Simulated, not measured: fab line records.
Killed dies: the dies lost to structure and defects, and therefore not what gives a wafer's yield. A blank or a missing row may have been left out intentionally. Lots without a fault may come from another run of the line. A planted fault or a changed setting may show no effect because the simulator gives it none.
The same fault as seen by 2 desks + flow gf180mcu + only its own numbers are on each desk; what lay behind them is given at the end

AT THE METROLOGY DESK
Means of the sampled wafers that have a number, per lot and without regard to the tool the lot ran on: this is what the gauges read. Marked OUT: a lot whose mean sits more than 4 standard deviations from the usual mean, which makes it out of limits; the brackets give that distance.
Columns: A = MVSD_RS at GF_VT_IMPLANT_RS_MEAS_46, usual 456.1 ohm/sq; B = DUAL_GATE_OVL at GF_DUAL_GATE_OVL_MEAS_11, usual 0.3 nm; C = cd nm at GF_POLY_GATE_CD_MEAS_10, usual 279.6 nm; D = NSD_RS at GF_PSD_RS_MEAS_14, usual 46.08 ohm/sq
| lot  | first seen here | A     | B    | C     | D               |
|------|-----------------|-------|------|-------|-----------------|
| L995 | day 7 14:47     | 455.9 | 0.1  | 280.0 | 46.07           |
| L997 | day 8 09:16     | 456.2 | 0.4  | 279.5 | 46.11           |
| L998 | day 8 12:30     | 456.5 | -0.4 | 278.1 | 46.02           |
| L999 | day 8 18:41     | 456.6 | 0.8  | 278.0 | 46.07           |
| L101 | day 9 08:14     | 456.1 | -0.3 | 280.7 | 46.16           |
| L104 | day 10 03:37    | 454.5 | 2.5  | 278.3 | 44.54 (-20) OUT |
| L106 | day 10 21:13    | 455.7 | 1.5  | 279.2 | 44.55 (-20) OUT |
| L111 | day 12 09:07    | 458.3 | 2.8  | 279.8 | 45.95           |
| L112 | day 12 15:20    | 454.0 | -0.4 | 279.4 | 46.04           |
| L113 | day 12 23:25    | 456.4 | 1.0  | 280.7 | 46.13           |
| L114 | day 13 06:51    | 456.0 | 0.8  | 279.1 | 46.10           |
| L117 | day 13 23:17    | 457.2 | -0.7 | 282.0 | 46.05           |
Finding of this desk: L104, L106 out of limits, first seen on L104 at day 17 13:13 (NSD_RS at GF_PSD_RS_MEAS_14). Within limits: L995, L997, L998, L999, L101, L111, L112, L113, L114, L117.

THE TOOL OWNER'S DESK: implanter-03
The tool's own readings at GF_NSD_IMPLANT_09: means of the sampled wafers that have a number, for each lot that ran on this tool. Marked OUT: a lot whose mean sits more than 4 standard deviations from the usual mean, which makes it out of limits; the brackets give that distance.
Columns: A = beam on s at GF_NSD_IMPLANT_09, usual 18.8 s; B = dose ions cm2 at GF_NSD_IMPLANT_09, usual 3.999e+15; C = tilt deg at GF_NSD_IMPLANT_09, usual 6.998 degrees
| lot  | first seen here | A              | B                           | C     |
|------|-----------------|----------------|-----------------------------|-------|
| L998 | day 14 13:14    | 18.2           | 4.001e+15                   | 6.969 |
| L101 | day 15 14:44    | 18.4           | 4.001e+15                   | 7.006 |
| L104 | day 16 14:05    | 27.6 (+10) OUT | 6.014e+15 (+99 or more) OUT | 6.969 |
| L106 | day 17 11:33    | 28.0 (+11) OUT | 6.003e+15 (+99 or more) OUT | 6.983 |
| L113 | day 20 05:30    | 18.4           | 4.001e+15                   | 7.036 |
Finding of this desk: L104, L106 out of limits; the first was L104 at day 16 14:05, on beam on s at GF_NSD_IMPLANT_09. Within limits: L998, L101, L113.

TAKEN TOGETHER
An alarm could have come from the tool owner's desk at day 16 14:05, on L104, L106.
The metrology desk could have raised an alarm at day 17 13:13, on L104, L106.
GF_NSD_IMPLANT_09 was run on implanter-03 by each of the lots named.

WHAT THE SIMULATOR HAD PUT IN
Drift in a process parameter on implanter-03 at GF_NSD_IMPLANT_09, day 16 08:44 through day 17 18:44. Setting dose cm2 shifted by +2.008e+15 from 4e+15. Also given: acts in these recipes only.
Shown lots that were struck: L104, L106.
Fault start to first reading out of limits, in hours, per desk: tool owner, 5; metrology, 28.
